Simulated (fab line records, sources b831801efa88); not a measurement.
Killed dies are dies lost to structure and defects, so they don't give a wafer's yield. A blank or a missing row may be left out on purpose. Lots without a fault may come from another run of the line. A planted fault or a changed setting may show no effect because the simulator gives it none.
fab line records | flow sky130
record lots=7 wafers=21 last_day=50
route steps=708 shown VIA2@520 METAL3@532 PAD_OPEN@708
lots that met no fault: from a run of the same line without faults
start_h: hours from the record's first day to the start of the lot's first wafer shown | wait_h: hours since the lot's step before | " the same as in the row above | L1.1+2: a row that stands for several wafers | - no value, or no start given | * or withheld: withheld | < > ~ a bound
route shown NAME@n: a module of which the file shows steps, and the number in the route of the first | usual: mean/standard deviation of fault-free wafers | same: alike in all rows | chamber/n: place in a boat | sites: the reading at each site | _std_site: their standard deviation | _edge_site: outer sites' mean less inner sites' | radius_mm: how far each site lies from the wafer's centre | mask NAME#n: copy n | behind: the tool/chamber that last shaped the wafer | hold: why the lot was held/for how many hours/how that ended | device: the transistor (n, p or np) that didn't switch | end of line: the same wafers' tests at the end of the route | a step without rows: its recipe alone | killed: dies lost to structure and defects at the first sort, not the wafer's yield | map: a wafer's dies, x killed, . not, _ none there
set.NAME: the setting as run; set.NAME@STEP: as run at that earlier step | model.NAME: the simulator's own value behind a step, which no gauge read
lots at some steps of the route; a table a step, a row a wafer
services: from which hour (start_h, from the record's first day; less than 0 if before it) a tool's chamber was out of use, for how many hours, and why
## steps
# step SKY_VIA2_OVL_MEAS_13
# usual VIA2_OVL=-2/5.4
# columns lot.wafer tool chamber start_h wait_h VIA2_OVL[nm]
L353.2 overlay-01 - 857.66 0.1 -4
L353.3 " - " " -6
L353.4 " - " " 1
L355.1 overlay-01 - 873.44 0.1 6
L355.3 " - " " 11
L355.6 " - " " -2
L366.1 overlay-02 - 951.26 0.1 -9
L366.2 " - " " -3
L366.4 " - " " -5
L367.3 overlay-01 - 957.72 0.1 -8
L367.4 " - " " -4
L367.6 " - " " 0
L368.1 overlay-01 - 969.26 0.1 -5
L368.5 " - " " 0
L368.6 " - " " 0
L370.2 overlay-02 - 979.16 0.1 3
L370.4 " - " " -1
L370.6 " - " " 0
L374.1 overlay-01 - 1004.24 0.1 -8
L374.2 " - " " -5
L374.6 " - " " -8
# step SKY_VIA2_ETCH_14
# recipe chemistry=N2/H2 target=BARC ion_energy_ev=200 source_w=500 bias_w=100 pressure_mtorr=30 n2_flow_sccm=100 h2_flow_sccm=200 stop_on=SiO2 time_s=45.9 target_depth_a=600
# step SKY_VIA2_ETCH_15
# recipe target=SiO2 chemistry=C4F8/O2/Ar target_depth_nm=546 stop_on=TiN mask_material=KrF-thick source_w=1500 bias_w=1200 pressure_mtorr=40 c4f8_flow_sccm=withheld O2_flow_sccm=6 Ar_flow_sccm=300 time_s=84
# usual oes_product_au=0.939/0.0049
# columns lot.wafer tool chamber start_h wait_h oes_product_au
L353.2 rie_diel-03 3 857.73 0.0 0.951
L353.3 " 1 " " 0.938
L353.4 " 2 " " 0.938
L355.1 rie_diel-01 0 873.52 0.0 0.939
L355.3 " 1 " " 0.944
L355.6 " 1 " " 0.941
L366.1 rie_diel-04 2 951.34 0.0 0.952
L366.2 " 0 " " 0.937
L366.4 " 1 " " 0.930
L367.3 rie_diel-04 2 957.79 0.0 0.942
L367.4 " 1 " " 0.932
L367.6 " 1 " " 0.935
L368.1 rie_diel-04 1 969.34 0.0 0.943
L368.5 " 0 " " 0.936
L368.6 " 1 " " 0.941
L370.2 rie_diel-04 2 979.23 0.0 0.936
L370.4 " 1 " " 0.946
L370.6 " 0 " " 0.948
L374.1 rie_diel-04 1 1004.32 0.0 0.936
L374.2 " 3 " " 0.940
L374.6 " 1 " " 0.934
# step SKY_VIA2_STRIP_16
# recipe chemistry=O2/N2 power_w=1400 pressure_mtorr=1500 platen_temp_c=withheld o2_flow_sccm=3000 n2_flow_sccm=300 overash_fraction=0.5
# usual drypump_motor_current_A=5.7/0.31 n2_flow_sccm=300.0/0.92 oes_product_au=0.399/0.0049 strip_time_to_endpoint_s=4.062/0.028
# columns lot.wafer tool chamber start_h wait_h drypump_motor_current_A n2_flow_sccm oes_product_au rf_hours_counter_h strip_time_to_endpoint_s
L353.2 plasma_asher-01 0 857.79 0.0 5.8 301.3 0.409 70 4.048
L353.3 " 1 " " 6.1 299.1 0.394 - 4.037
L353.4 " 0 " " 5.7 299.8 0.394 - 4.086
L355.1 plasma_asher-04 0 873.58 0.0 5.2 298.8 0.394 107 4.049
L355.3 " 1 " " 5.7 300.3 0.399 - 4.107
L355.6 " 1 " " 5.7 300.5 0.406 - 4.091
L366.1 plasma_asher-04 1 951.40 0.0 5.7 299.4 0.387 114 4.053
L366.2 " 0 " " 5.2 298.8 0.402 114 4.021
L366.4 " 1 " " 5.7 299.4 0.397 - 4.042
L367.3 plasma_asher-01 0 957.88 0.1 5.8 299.5 0.401 - 4.066
L367.4 " 1 " " 6.1 298.9 0.395 - 4.102
L367.6 " 1 " " 6.1 299.7 0.398 - 4.058
L368.1 plasma_asher-01 1 969.40 0.0 6.1 299.4 0.397 81 4.034
L368.5 " 1 " " 6.1 298.4 0.396 - 3.990
L368.6 " 0 " " 5.7 299.2 0.408 - 4.038
L370.2 plasma_asher-04 0 979.29 0.0 5.2 300.8 0.392 117 4.067
L370.4 " 0 " " 5.2 300.2 0.398 - 4.067
L370.6 " 1 " " 5.7 302.0 0.395 - 4.051
L374.1 plasma_asher-04 1 1004.38 0.0 5.7 299.6 0.405 119 4.087
L374.2 " 0 " " 5.2 299.0 0.404 119 4.097
L374.6 " 1 " " 5.7 300.3 0.402 - 4.065
# step SKY_VIA2_STRIP_17
# recipe chemistry=post_etch_residue_remover time_s=1200 temp_c=72.5
# step SKY_VIA2_CLEAN_18
# recipe chemistry=IPA time_s=180 temp_c=25
# step SKY_VIA2_CLEAN_19
# recipe chemistry=O3/DIW dry=n2_spin
# step SKY_VIA2_SPUTTER_20
# recipe material=TiN target_thk_nm=20 chamber_pressure_pa=5 power_w=4000 time_s=80
# usual cathode_dc_power_W=4000.1/0.72 chamber_pressure_pa=5.000/0.0093 throttle_valve_pct=30.5/1.4
# columns lot.wafer tool chamber start_h wait_h cathode_dc_power_W chamber_pressure_pa throttle_valve_pct
L353.2 pvd_sputter-01 - 858.48 0.0 3999.5 4.998 30.0
L353.3 " - " " 4001.0 5.004 31.6
L353.4 " - " " 4001.2 4.994 31.9
L355.1 pvd_sputter-04 - 874.17 0.0 3998.6 4.996 31.6
L355.3 " - " " 4001.0 5.007 27.6
L355.6 " - " " 4000.5 4.982 31.8
L366.1 pvd_sputter-01 - 952.00 0.0 4000.8 5.007 30.1
L366.2 " - " " 4000.7 4.991 31.9
L366.4 " - " " 4000.2 4.998 31.5
L367.3 pvd_sputter-04 - 958.48 0.0 3998.9 4.998 31.5
L367.4 " - " " 3999.0 5.029 27.7
L367.6 " - " " 4000.4 5.004 27.7
L368.1 pvd_sputter-04 - 969.99 0.0 3999.9 4.994 29.8
L368.5 " - " " 4000.9 4.993 27.5
L368.6 " - " " 4000.3 4.996 31.0
L370.2 pvd_sputter-04 - 979.93 0.0 4000.1 5.019 31.2
L370.4 " - " " 4000.3 5.000 31.5
L370.6 " - " " 4000.9 4.999 31.1
L374.1 pvd_sputter-03 - 1004.97 0.0 4000.6 4.994 29.7
L374.2 " - " " 3999.5 4.986 29.0
L374.6 " - " " 3999.6 4.984 30.3
# step SKY_VIA2_CVD_21
# recipe material=W target_thk_nm=420 time_s=126.4 temp_c=400 pressure_torr=40
# step SKY_VIA2_RS_MEAS_22
# recipe thk_meas_gauge=four-point-probe reads=W_of_VIA2_CVD_21+TiN_of_VIA2_SPUTTER_20
# usual VIA2_W_RS=0.274/0.0032
# columns lot.wafer tool chamber start_h wait_h VIA2_W_RS[ohm/sq]
L353.2 film_metro-03 - 858.70 0.1 0.276
L353.3 " - " " 0.279
L353.4 " - " " 0.274
L355.1 film_metro-03 - 874.36 0.1 0.277
L355.3 " - " " 0.280
L355.6 " - " " 0.277
L366.1 film_metro-01 - 952.19 0.1 0.271
L366.2 " - " " 0.271
L366.4 " - " " 0.273
L367.3 film_metro-02 - 958.71 0.1 0.276
L367.4 " - " " 0.277
L367.6 " - " " 0.280
L368.1 film_metro-03 - 970.18 0.1 0.279
L368.5 " - " " 0.277
L368.6 " - " " 0.274
L370.2 film_metro-02 - 980.14 0.1 0.280
L370.4 " - " " 0.276
L370.6 " - " " 0.275
L374.1 film_metro-03 - 1005.16 0.1 0.279
L374.2 " - " " 0.275
L374.6 " - " " 0.273
# step SKY_VIA2_THK_MEAS_23
# recipe thk_meas_gauge=xrf reads=W_of_VIA2_CVD_21
# usual VIA2_W_THK=435/6.6
# columns lot.wafer tool chamber start_h wait_h VIA2_W_THK[nm]
L353.2 film_metro-03 - 858.81 0.1 428
L353.3 " - " " 422
L353.4 " - " " 434
L355.1 film_metro-03 - 874.48 0.1 427
L355.3 " - " " 423
L355.6 " - " " 429
L366.1 film_metro-01 - 952.31 0.1 436
L366.2 " - " " 440
L366.4 " - " " 434
L367.3 film_metro-02 - 958.81 0.1 438
L367.4 " - " " 435
L367.6 " - " " 431
L368.1 film_metro-03 - 970.30 0.1 430
L368.5 " - " " 434
L368.6 " - " " 439
L370.2 film_metro-02 - 980.25 0.1 433
L370.4 " - " " 437
L370.6 " - " " 442
L374.1 film_metro-03 - 1005.28 0.1 426
L374.2 " - " " 431
L374.6 " - " " 435
# step SKY_VIA2_CMP_24
# recipe stop_on=SiO2 t_overpolish_s=20 down_force_psi=3.5 platen_rpm=60 target_thk_nm=0 pad_velocity_m_s=0.94248
# usual motor_current_A=11.7/1 overpolish_run_s=19.999/0.0088 time_to_endpoint_s=98/3.3
# columns lot.wafer tool chamber start_h wait_h motor_current_A overpolish_run_s time_to_endpoint_s
L353.4 cmp-02 1 858.86 0.0 10.7 19.993 100
L353.2 " 2 " " 10.9 19.996 98
L353.3 " 0 " " 12.2 20.000 98
L355.1 cmp-02 1 874.64 0.1 10.5 19.996 99
L355.3 " 2 " " 10.7 20.006 96
L355.6 " 3 " " 12.4 19.988 98
L366.4 cmp-01 0 952.37 0.0 13.3 19.994 101
L366.1 " 1 " " 11.9 19.984 99
L366.2 " 3 " " 10.8 19.993 96
L367.3 cmp-01 1 958.85 0.0 11.5 19.991 96
L367.4 " 3 " " 10.3 19.999 94
L367.6 " 1 " " 11.8 20.007 94
L368.1 cmp-02 1 970.51 0.2 10.6 20.001 101
L368.6 " 2 " " 10.5 19.990 97
L368.5 " 3 " " 12.1 19.977 102
L370.4 cmp-01 2 980.40 0.1 11.1 20.007 95
L370.2 " 3 " " 10.5 19.984 89
L370.6 " 0 " " 13.5 20.009 96
L374.1 cmp-01 0 1005.34 0.1 13.8 20.000 93
L374.2 " 1 " " 12.2 20.002 95
L374.6 " 1 " " 11.7 19.994 95
# step SKY_METAL3_SPUTTER_00
# recipe material=Ti target_thk_nm=15 power_w=3000 time_s=10 chamber_pressure_pa=0.4
# usual cathode_dc_power_W=3000.0/0.59 chamber_pressure_pa=0.4001/0.00075 throttle_valve_pct=30.5/1.4
# columns lot.wafer tool chamber start_h wait_h cathode_dc_power_W chamber_pressure_pa throttle_valve_pct
L353.2 pvd_sputter-01 - 859.16 0.2 2999.5 0.4006 32.0
L353.3 " - " " 2999.5 0.3997 31.8
L353.4 " - " " 3000.4 0.3999 29.9
L355.1 pvd_sputter-02 - 874.84 0.1 3000.5 0.4002 30.4
L355.3 " - " " 2999.4 0.3992 28.4
L355.6 " - " " 2999.4 0.3997 29.5
L366.1 pvd_sputter-02 - 952.67 0.2 - - -
L366.2 " - " " - - -
L366.4 " - " " - - -
L367.3 pvd_sputter-01 - 959.15 0.2 - - -
L367.4 " - " " - - -
L367.6 " - " " - - -
L368.1 pvd_sputter-01 - 970.66 0.1 - - -
L368.5 " - " " - - -
L368.6 " - " " - - -
L370.2 pvd_sputter-02 - 980.60 0.1 3001.9 0.3993 28.4
L370.4 " - " " 2999.0 0.4007 28.6
L370.6 " - " " 2999.7 0.3997 28.8
L374.1 pvd_sputter-04 - 1005.64 0.2 2999.7 0.4000 30.3
L374.2 " - " " 3000.5 0.4007 27.8
L374.6 " - " " 2999.9 0.3996 31.7
# step SKY_METAL3_SPUTTER_01
# recipe material=TiN target_thk_nm=20 power_w=6500 time_s=16.7 chamber_pressure_pa=0.4
# usual cathode_dc_power_W=6500.2/1.3 chamber_pressure_pa=0.3998/0.00082 throttle_valve_pct=30.5/1.4
# columns lot.wafer tool chamber start_h wait_h cathode_dc_power_W chamber_pressure_pa throttle_valve_pct
L353.2 pvd_sputter-01 - 859.18 0.0 6502.5 0.3998 31.9
L353.3 " - " " 6498.2 0.4005 31.6
L353.4 " - " " 6500.8 0.3988 30.0
L355.1 pvd_sputter-02 - 874.87 0.0 6499.1 0.3998 30.3
L355.3 " - " " 6500.7 0.3991 28.4
L355.6 " - " " 6499.8 0.4005 29.7
L366.1 pvd_sputter-02 - 952.69 0.0 6501.7 0.3992 29.3
L366.2 " - " " 6500.5 0.3997 28.4
L366.4 " - " " 6499.2 0.3998 28.7
L367.3 pvd_sputter-01 - 959.17 0.0 6499.4 0.3988 29.8
L367.4 " - " " 6502.3 0.4003 32.2
L367.6 " - " " 6501.2 0.3998 29.7
L368.1 pvd_sputter-01 - 970.68 0.0 6499.6 0.4007 31.9
L368.5 " - " " 6501.1 0.3998 32.3
L368.6 " - " " 6500.3 0.4000 30.0
L370.2 pvd_sputter-02 - 980.62 0.0 6501.1 0.4001 28.5
L370.4 " - " " 6501.5 0.3995 28.6
L370.6 " - " " 6499.5 0.4009 28.5
L374.1 pvd_sputter-04 - 1005.67 0.0 6501.2 0.3987 30.3
L374.2 " - " " 6500.1 0.4010 27.7
L374.6 " - " " 6501.1 0.3994 31.7
# step SKY_PAD_OPEN_PROBE_99
# usual defect_limited_yield=82.2/1.9 killed_at_M0_to_M3=43/6.3 killed_at_M4_up=3.3/1.7 killed_at_contacts=24/5.4 killed_at_front_end=16/4.6 killed_at_other=0.4/0.7 killed_dies=87/9.4 killed_open=47/6.9 killed_short=39/6.1 sort_bin_3_pad_short=0.9/0.45 sort_bin_5_function=10.6/1.5 sort_bin_6_memory=6.3/1.2 sort_n_pass=405/9.4 sort_yield_pct=82.2/1.9
# same gross_dies=492 killed_at_back_side=0 sort_bin_4_leakage[%]=0 sort_bin_8_speed[%]=0
# columns lot.wafer tool chamber start_h wait_h defect_limited_yield[%] killed_at_M0_to_M3 killed_at_M4_up killed_at_contacts killed_at_front_end killed_at_other killed_dies killed_open killed_short sort_bin_3_pad_short[%] sort_bin_5_function[%] sort_bin_6_memory[%] sort_n_pass sort_yield_pct[%] model.etest.via2_chain.rc_ohm
L353.2 prober-02 - 1086.25 0.1 80.7 51 2 27 14 1 95 53 41 1.2 11.2 6.9 397 80.7 9.695
L353.3 prober-02 - 1086.30 0.2 83.3 42 2 25 12 1 82 50 32 0.2 12.0 4.5 410 83.3 9.009
L353.4 prober-02 - 1086.35 0.2 80.9 51 2 23 18 0 94 51 43 0.4 11.4 7.3 398 80.9 9.451
L355.1 prober-02 - 1096.28 0.1 79.1 46 2 29 26 0 103 48 53 1.0 13.4 6.5 389 79.1 9.906
L355.3 prober-02 - 1096.38 0.2 83.9 30 3 30 15 1 79 41 38 1.4 8.9 5.7 413 83.9 9.65
L366.1 prober-01 - 1156.97 0.1 82.3 35 3 36 12 1 87 51 34 1.0 7.1 9.6 405 82.3 10.67
L366.2 prober-01 - 1157.02 0.1 81.9 43 2 27 17 0 89 51 37 0.4 11.6 6.1 403 81.9 10.46
L366.4 prober-01 - 1157.12 0.2 78.9 48 2 35 19 0 104 58 45 0.8 12.4 7.9 388 78.9 11.34
L367.3 prober-02 - 1159.55 0.2 82.1 43 3 17 24 1 88 53 35 0.4 11.6 5.9 404 82.1 10.98
L367.4 prober-02 - 1159.60 0.2 81.9 42 2 33 12 0 89 46 43 1.0 10.4 6.7 403 81.9 11.4
L367.6 prober-02 - 1159.70 0.2 78.5 59 3 25 19 0 106 65 41 0.8 12.4 8.3 386 78.5 11.35
L368.1 prober-01 - 1171.15 0.1 80.9 51 2 26 15 0 94 52 42 0.4 10.6 8.1 398 80.9 10.94
L368.5 prober-01 - 1171.35 0.2 80.1 49 6 26 17 0 98 52 46 1.4 11.0 7.5 394 80.1 10.2
L368.6 prober-01 - 1171.40 0.2 83.1 45 0 20 18 0 83 47 36 0.2 10.6 6.1 409 83.1 11.33
L370.2 prober-01 - 1176.37 0.1 84.3 36 4 25 12 0 77 50 27 0.2 10.4 5.1 415 84.3 9.483
L370.4 prober-01 - 1176.47 0.2 81.3 49 4 26 13 0 92 60 32 0.8 11.0 6.9 400 81.3 10.28
L370.6 prober-01 - 1176.57 0.2 83.9 38 2 25 14 0 79 45 34 0.6 10.6 4.9 413 83.9 9.393
L374.1 prober-01 - 1192.68 0.1 79.7 45 5 25 25 0 100 60 40 0.6 12.2 7.5 392 79.7 10.31
L374.2 prober-01 - 1192.73 0.1 83.1 43 2 24 14 0 83 37 46 0.6 8.1 8.1 409 83.1 9.312
L374.6 prober-01 - 1192.93 0.2 84.3 43 2 18 14 0 77 41 36 0.6 10.8 4.3 415 84.3 10.03
# killed by level:class
L353.2 CONTACT:geometric_particle:open=10 METAL1:geometric_particle:short=9 VIA1:geometric_particle:open=9 LI_CONTACT:geometric_particle:open=8 VIA3:geometric_particle:open=7 VIA2:geometric_particle:open=7 FIELD_ISO:geometric_particle:open=5 METAL2:geometric_particle:short=5
L353.3 CONTACT:geometric_particle:open=11 VIA3:geometric_particle:open=10 LI_CONTACT:geometric_particle:open=10 METAL1:geometric_particle:short=6 VIA1:geometric_particle:open=5 VIA2:geometric_particle:open=5 POLY_GATE:geometric_particle:open=4 METAL2:geometric_particle:short=4
L353.4 VIA1:geometric_particle:open=9 VIA3:geometric_particle:open=9 FIELD_ISO:geometric_particle:open=6 LI_CONTACT:geometric_particle:open=6 METAL1:geometric_particle:short=6 METAL2:geometric_particle:short=6 VIA3:geometric_particle:short=6 CONTACT:geometric_particle:short=5
L355.1 VIA2:geometric_particle:open=11 METAL2:geometric_particle:short=10 FIELD_ISO:geometric_particle:short=9 CONTACT:geometric_particle:short=8 LI_CONTACT:geometric_particle:open=7 CONTACT:geometric_particle:open=7 VIA1:geometric_particle:open=7 FIELD_ISO:geometric_particle:open=5
L355.3 CONTACT:geometric_particle:open=13 VIA1:geometric_particle:open=7 LI_CONTACT:geometric_particle:open=5 LOCAL_INTERCONNECT:geometric_particle:short=5 CONTACT:geometric_particle:short=5 METAL1:geometric_particle:short=5 VIA3:geometric_particle:open=5 FIELD_ISO:geometric_particle:short=4
L366.1 CONTACT:geometric_particle:open=13 LI_CONTACT:geometric_particle:open=8 VIA2:geometric_particle:open=8 CONTACT:geometric_particle:short=7 METAL1:geometric_particle:short=6 LOCAL_INTERCONNECT:geometric_particle:short=5 VIA1:geometric_particle:open=5 VIA3:geometric_particle:open=4
L366.2 CONTACT:geometric_particle:open=13 LI_CONTACT:geometric_particle:open=7 VIA3:geometric_particle:open=7 VIA1:geometric_particle:open=7 METAL1:geometric_particle:short=5 FIELD_ISO:geometric_particle:short=4 POLY_GATE:geometric_particle:short=4 LOCAL_INTERCONNECT:geometric_particle:short=4
L366.4 CONTACT:geometric_particle:open=17 METAL2:geometric_particle:short=11 VIA1:geometric_particle:open=10 LI_CONTACT:geometric_particle:open=8 METAL1:geometric_particle:short=8 VIA3:geometric_particle:open=7 FIELD_ISO:geometric_particle:open=5 VIA2:geometric_particle:short=5
L367.3 CONTACT:geometric_particle:open=9 METAL2:geometric_particle:short=7 VIA2:geometric_particle:open=7 VIA3:geometric_particle:open=7 LI_CONTACT:geometric_particle:open=6 VIA1:geometric_particle:open=6 FIELD_ISO:geometric_particle:open=5 POLY_GATE:geometric_particle:open=5
L367.4 VIA2:geometric_particle:open=11 CONTACT:geometric_particle:short=9 LI_CONTACT:geometric_particle:open=8 VIA1:geometric_particle:open=8 METAL2:geometric_particle:short=8 CONTACT:geometric_particle:open=6 LI_CONTACT:geometric_particle:short=5 METAL1:geometric_particle:short=5
L367.6 CONTACT:geometric_particle:open=15 METAL2:geometric_particle:short=10 VIA1:geometric_particle:open=9 VIA3:geometric_particle:open=8 METAL1:geometric_particle:short=6 VIA2:geometric_particle:open=6 VIA2:geometric_particle:short=6 FIELD_ISO:geometric_particle:open=4
L368.1 VIA2:geometric_particle:open=16 VIA1:geometric_particle:open=12 CONTACT:geometric_particle:short=8 LI_CONTACT:geometric_particle:open=6 METAL2:geometric_particle:short=6 CONTACT:geometric_particle:open=6 VIA1:geometric_particle:short=5 POLY_GATE:geometric_particle:short=4
L368.5 VIA1:geometric_particle:open=12 LI_CONTACT:geometric_particle:open=10 METAL2:geometric_particle:short=9 CONTACT:geometric_particle:open=8 METAL1:geometric_particle:short=6 LOCAL_INTERCONNECT:geometric_particle:short=5 VIA2:geometric_particle:open=5 METAL4:geometric_particle:short=5
L368.6 VIA1:geometric_particle:open=12 VIA2:geometric_particle:open=8 VIA3:geometric_particle:open=7 CONTACT:geometric_particle:open=6 METAL2:geometric_particle:short=6 VIA2:geometric_particle:short=5 FIELD_ISO:geometric_particle:open=4 SPACER:geometric_particle:short=4
L370.2 VIA2:geometric_particle:open=10 VIA1:geometric_particle:open=9 CONTACT:geometric_particle:open=8 LI_CONTACT:geometric_particle:open=7 FIELD_ISO:geometric_particle:short=5 LOCAL_INTERCONNECT:geometric_particle:short=4 CONTACT:geometric_particle:short=4 VIA3:geometric_particle:open=4
L370.4 VIA3:geometric_particle:open=15 VIA1:geometric_particle:open=10 LI_CONTACT:geometric_particle:open=8 CONTACT:geometric_particle:open=8 VIA2:geometric_particle:short=6 VIA2:geometric_particle:open=6 LOCAL_INTERCONNECT:geometric_particle:short=5 FIELD_ISO:geometric_particle:open=4
L370.6 VIA1:geometric_particle:open=12 CONTACT:geometric_particle:open=10 CONTACT:geometric_particle:short=7 LI_CONTACT:geometric_particle:open=6 FIELD_ISO:geometric_particle:short=5 METAL1:geometric_particle:short=5 VIA3:geometric_particle:open=5 FIELD_ISO:geometric_particle:open=4
L374.1 POLY_GATE:geometric_particle:open=10 CONTACT:geometric_particle:open=10 VIA1:geometric_particle:open=10 LI_CONTACT:geometric_particle:open=8 POLY_GATE:geometric_particle:short=8 VIA2:geometric_particle:open=8 VIA1:geometric_particle:short=7 VIA3:geometric_particle:open=7
L374.2 CONTACT:geometric_particle:open=9 METAL1:geometric_particle:short=8 VIA1:geometric_particle:open=8 LOCAL_INTERCONNECT:geometric_particle:short=7 METAL2:geometric_particle:short=7 VIA3:geometric_particle:short=6 VIA2:geometric_particle:open=5 FIELD_ISO:geometric_particle:open=3
L374.6 CONTACT:geometric_particle:open=8 VIA1:geometric_particle:open=8 POLY_GATE:geometric_particle:open=6 METAL2:geometric_particle:short=6 VIA2:geometric_particle:open=5 VIA1:geometric_particle:short=4 VIA2:geometric_particle:short=4 METAL3:geometric_particle:short=4
## services
# columns tool chamber start_h hours kind
plasma_asher-04 - 838.84 1.2 repair
rie_diel-04 1 842.55 1.2 repair
rie_diel-04 1 855.57 3.2 repair
pvd_sputter-03 - 860.00 0.5 repair
pvd_sputter-01 - 874.15 2.3 repair
cmp-01 - 879.76 11.5 repair
rie_diel-01 3 895.26 4.2 repair
plasma_asher-01 - 901.95 2.3 repair
cmp-01 - 904.95 2.4 repair
cmp-01 - 912.00 4.0 pm
rie_diel-04 0 917.22 4.2 repair
cmp-01 - 932.72 3.7 repair
rie_diel-01 - 936.06 0.4 repair
cmp-02 - 941.84 3.0 repair
rie_diel-03 1 945.25 7.9 repair
cmp-02 - 950.30 9.6 repair
rie_diel-01 1 958.56 2.4 repair
rie_diel-04 - 969.63 2.8 pm
rie_diel-04 2 972.43 2.5 repair
cmp-01 - 979.45 0.2 repair
cmp-01 - 980.92 1.7 repair
cmp-01 - 982.61 6.2 pm
rie_diel-04 3 986.15 2.4 repair
pvd_sputter-01 - 1003.49 7.4 repair
## key
first_sign step=SKY_METAL3_SPUTTER_00 reading=tool_record direction=missing
effect none on later readings
model_effect step=SKY_PAD_OPEN_PROBE_99 value=etest.via2_chain.rc_ohm without=9.998 struck=10.96
met_at SKY_METAL3_SPUTTER_00
struck_wafers L366.1,L366.2,L366.4,L367.3,L367.4,L367.6,L368.1,L368.5,L368.6
onset_between 874.84 952.67
fault kind=skipped_step_whole tool=pvd_sputter-01,pvd_sputter-02 chamber=- onset_h=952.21 steps=SKY_METAL3_SPUTTER_00 scope=struck_lots_only
